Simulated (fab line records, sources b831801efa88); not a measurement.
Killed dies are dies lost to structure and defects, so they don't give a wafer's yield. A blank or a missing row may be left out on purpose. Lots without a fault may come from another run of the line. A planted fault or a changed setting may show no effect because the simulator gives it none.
A struck lot beside a sound one | flow sky130 | 15 steps out of a route of 708
Sound: wafers L423.1, L423.2, L423.3. Struck: wafers L443.1, L443.2, L443.6. The cause comes at the end.
At each step with rows: each side's tool, then ch and its chambers, then its first start. Under that, the readings that differ: sound wafers | struck wafers | difference of the means | sigmas: that difference in standard deviations of wafers without a fault.
alike: readings whose means differ by less than 2 such deviations, and words and numbers that are the same on both sides. not compared: withheld readings, readings that some wafer has no value for, bounds like >300 that may hide the same value, and numbers for which the record gives no deviation and whose values overlap.
The two part at a step that has a row with sigmas, a row that says differs or no value, or rows on one side only. Numbers that don't overlap but have no deviation are shown without sigmas and don't part them. A reading that every wafer of one side lacks parts them only if that side has two wafers or more.

SKY_NWELL_RS_MEAS_29: measures by four-point-probe.
  sound on film_metro-02, day 5 04:53; struck on film_metro-03, day 10 09:56
  alike: NWELL_RS
SKY_NWELL_RS_MEAS_31: measures by four-point-probe.
  sound on film_metro-02, day 5 05:08; struck on film_metro-03, day 10 10:10
  alike: PWDE_RS
then, 7 steps without rows for these wafers: SKY_VT_ADJUST_HVTP_DEHYDRATE_00 (time 60 s); SKY_VT_ADJUST_HVTP_HMDS_01 (prime time 60 s); SKY_VT_ADJUST_HVTP_COAT_02 (resist thk 1140 nm); SKY_VT_ADJUST_HVTP_SOFTBAKE_03 (time 60 s); SKY_VT_ADJUST_HVTP_EXPOSE_04 (exposes mask HVTPM, target cd 380 nm); SKY_VT_ADJUST_HVTP_PEB_05; SKY_VT_ADJUST_HVTP_DEVELOP_06 (develop time 60 s).
SKY_VT_ADJUST_HVTP_CD_MEAS_07: target cd 380 nm.
  sound on cd_sem-01, day 5 22:55; struck on cd_sem-02, day 11 08:11
  alike: cd_nm
SKY_VT_ADJUST_HVTP_OVL_MEAS_08:
  sound on overlay-02, day 5 23:02; struck on overlay-01, day 11 08:19
  alike: VT_ADJUST_HVTP_OVL
SKY_VT_ADJUST_HVTP_IMPLANT_09:
  sound on implanter-04 ch 0, day 5 23:04; struck on implanter-04 ch 0, day 11 08:20
  reading            | sound                         | struck                        | difference | sigmas
  dose_ions_cm2      | 4.301e+12 4.294e+12 4.302e+12 | 2.579e+12 2.583e+12 2.576e+12 | -1.720e+12 | -99 or more
  faraday_current_uA | 24.4 23.3 24.0                | 14.7 14.4 14.7                | -9.3       | -18
SKY_VT_ADJUST_HVTP_STRIP_10: strips in O2/N2.
  sound on plasma_asher-04 ch 0,1, day 5 23:13; struck on plasma_asher-03 ch 0,1, day 11 08:29
  alike: drypump_motor_current_A, oes_product_au, strip_time_to_endpoint_s
  not compared: rf_hours_counter_h
SKY_VT_ADJUST_HVTP_TW_MEAS_11:
  sound on film_metro-04, day 5 23:19; struck on film_metro-04, day 11 08:49
  reading           | sound          | struck         | difference | sigmas
  VT_ADJUST_HVTP_TW | 1375 1367 1377 | 1149 1159 1148 | -221       | -17
  not compared: hold
-- the record jumps here: 39 days lie between the struck wafers' starts before and after (it left off in module VT_ADJUST_HVTP and takes up again in module PAD_OPEN, whose first step shown is number 708 of the route) --
SKY_PAD_OPEN_PROBE_99:
  sound on prober-01, day 45 18:41; struck on prober-01, day 50 15:51
  reading | sound | struck                                                                     | difference                   | sigmas
  hold    | - - - | await_dispo/3.3h/release await_dispo/3.3h/release await_dispo/3.3h/release | no value on the sound wafers |
  alike: killed_at_M0_to_M3, killed_at_M4_up, killed_at_contacts, killed_at_front_end, killed_at_other, killed_dies, killed_open, killed_short

WHERE THEY PART
First at SKY_VT_ADJUST_HVTP_IMPLANT_09; last, within this record, at SKY_PAD_OPEN_PROBE_99.

WHY: what the simulator had put in
Process parameter drift: implanter-04, from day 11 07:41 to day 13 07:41, at SKY_VT_ADJUST_HVTP_IMPLANT_09. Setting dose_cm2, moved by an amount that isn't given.
